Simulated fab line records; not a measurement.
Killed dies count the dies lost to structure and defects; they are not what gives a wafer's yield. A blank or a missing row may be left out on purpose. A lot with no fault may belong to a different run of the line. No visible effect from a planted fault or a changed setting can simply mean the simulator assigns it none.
A lot that was struck, set against a sound lot -- flow sky130 -- 14 out of 708 route steps
Sound: the wafers L384.1, L384.3, L384.6. Wafers L382.1, L382.2, L382.4 were the ones struck. The cause is named last.
Each step with rows lists, per side, the tool, then ch with its chambers, then its first start. Under that, the readings that differ: sound wafers -- struck wafers -- difference of the means -- sigmas: that difference in standard deviations of wafers without a fault.
alike: same words and numbers on both sides, and readings whose means sit less than 2 such deviations apart. not compared: any withheld reading, any reading some wafer has no value for, any bound like >300 that may hide the same value, and any number with overlapping values for which the record gives no deviation.
The two part at a step that has a row with sigmas, a row that says differs or no value, or rows on one side only. When numbers do not overlap yet have no deviation, they are printed without sigmas and do not part them. A reading that every wafer of one side lacks parts them only if that side has two wafers or more.

SKY_VIA3_CD_MEAS_12 targets a cd of 200 nm.
  sound: cd-sem-01 at day 42 11:16; struck: cd-sem-01 at day 41 20:04
  alike: cd-nm
SKY_VIA3_OVL_MEAS_13:
  sound: overlay-02 at day 42 11:23; struck: overlay-01 at day 41 20:11
  alike: VIA3_OVL
SKY_VIA3_ETCH_14: etches BARC in N2/H2, stops on SiO2, time 45.9 s, target depth 60 nm.
  sound on rie-diel-02 ch 2,3, day 42 11:25; struck on rie-diel-02 ch 0,2,3, day 41 20:13
  alike: drypump-motor-current-A, oes-product-au, throttle-valve-pct
  not compared: rf-hours-counter-h
SKY_VIA3_ETCH_15: etches SiO2 in C4F8/O2/Ar, stops on TiN, target depth 507 nm, time 78 s.
  sound on rie-diel-02 ch 2,3, day 42 11:28; struck on rie-diel-02 ch 0,2,3, day 41 20:16
  alike: oes-product-au
  not compared: rf-hours-counter-h
SKY_VIA3_STRIP_16: strips in O2/N2.
  sound on plasma-asher-02 ch 0,1, day 42 11:31; struck on plasma-asher-03 ch 0,1, day 41 20:19
  alike: drypump-motor-current-A, o2-flow-sccm, oes-product-au, strip-time-to-endpoint-s
  not compared: rf-hours-counter-h
then, 3 steps without rows for these wafers: SKY_VIA3_STRIP_17 (strips in post etch residue remover, time 1200 s); SKY_VIA3_CLEAN_18 (cleans in IPA, time 180 s); SKY_VIA3_CLEAN_19 (cleans in O3/DIW).
SKY_VIA3_SPUTTER_20: material TiN, target thk 20 nm, time 80 s.
  sound: pvd-sputter-02 at day 42 12:07; struck: pvd-sputter-02 at day 41 20:55
  alike: throttle-valve-pct
SKY_VIA3_CVD_21: deposits W, target thk 390 nm, time 117.31 s.
  sound on cvd-w-02 ch 0,1, day 42 12:11; struck on cvd-w-01 ch 0,1, day 41 20:58
  alike: heater-power-w
SKY_VIA3_RS_MEAS_22: a four-point-probe measurement.
  sound: film-metro-03 at day 42 12:18; struck: film-metro-01 at day 41 21:05
  alike: VIA3_W_RS
SKY_VIA3_THK_MEAS_23: measures by xrf.
  sound: film-metro-03 at day 42 12:25; struck: film-metro-01 at day 41 21:13
reading,sound,struck,difference,sigmas
VIA3_W_THK (nm),415 412 406,398 397 395,-14,-2
SKY_VIA3_CMP_24: polishes, stops on SiO2, t overpolish 20 s, target thk 0 nm.
  sound on cmp-02 ch 0,1, day 42 12:32; struck on cmp-01 ch 0,1,2, day 41 21:16
reading,sound,struck,difference,sigmas
overpolish-run-s (s),20.005 19.982 20.006,0.040 0.042 0.046,-19.955,-99 or more
time-to-endpoint-s (s),95 93 94,150 149 149,+55,+14
  alike: motor-current-A
-- the record jumps here: 6 days lie between the struck wafers' starts before and after (it left off in module VIA3 and takes up again in module PAD_OPEN, whose first step shown is number 708 of the route) --
SKY_PAD_OPEN_PROBE_99:
  sound: prober-01 at day 48 02:47; struck: prober-01 at day 47 14:05
reading,sound,struck,difference,sigmas
defect-limited-yield (%),83.7 79.1 81.1,0 0 0,-81,-43
killed_at_M0_to_M3,40 48 55,448 459 452,+405,+60
killed-dies,80 103 93,492 492 492,+400,+43
killed-on-rim,17 21 14,96 96 96,+79,+21
sort_bin_3_pad_short (%),1.0 0.4 1.0,82.5 83.9 85.4,+83.1,+99 or more
sort-n-pass,412 389 399,0 0 0,-400,-43
sort-yield-pct (%),83.7 79.1 81.1,0 0 0,-81,-43
  alike: killed_at_M4_up, killed-at-contacts, killed-at-front-end, killed-at-other, killed-open, killed-short, sort_bin_5_function, sort_bin_6_memory

## WHERE THEY PART
At SKY_VIA3_THK_MEAS_23 first; at SKY_PAD_OPEN_PROBE_99 last (within this record only).

WHY: whatever the simulator had introduced
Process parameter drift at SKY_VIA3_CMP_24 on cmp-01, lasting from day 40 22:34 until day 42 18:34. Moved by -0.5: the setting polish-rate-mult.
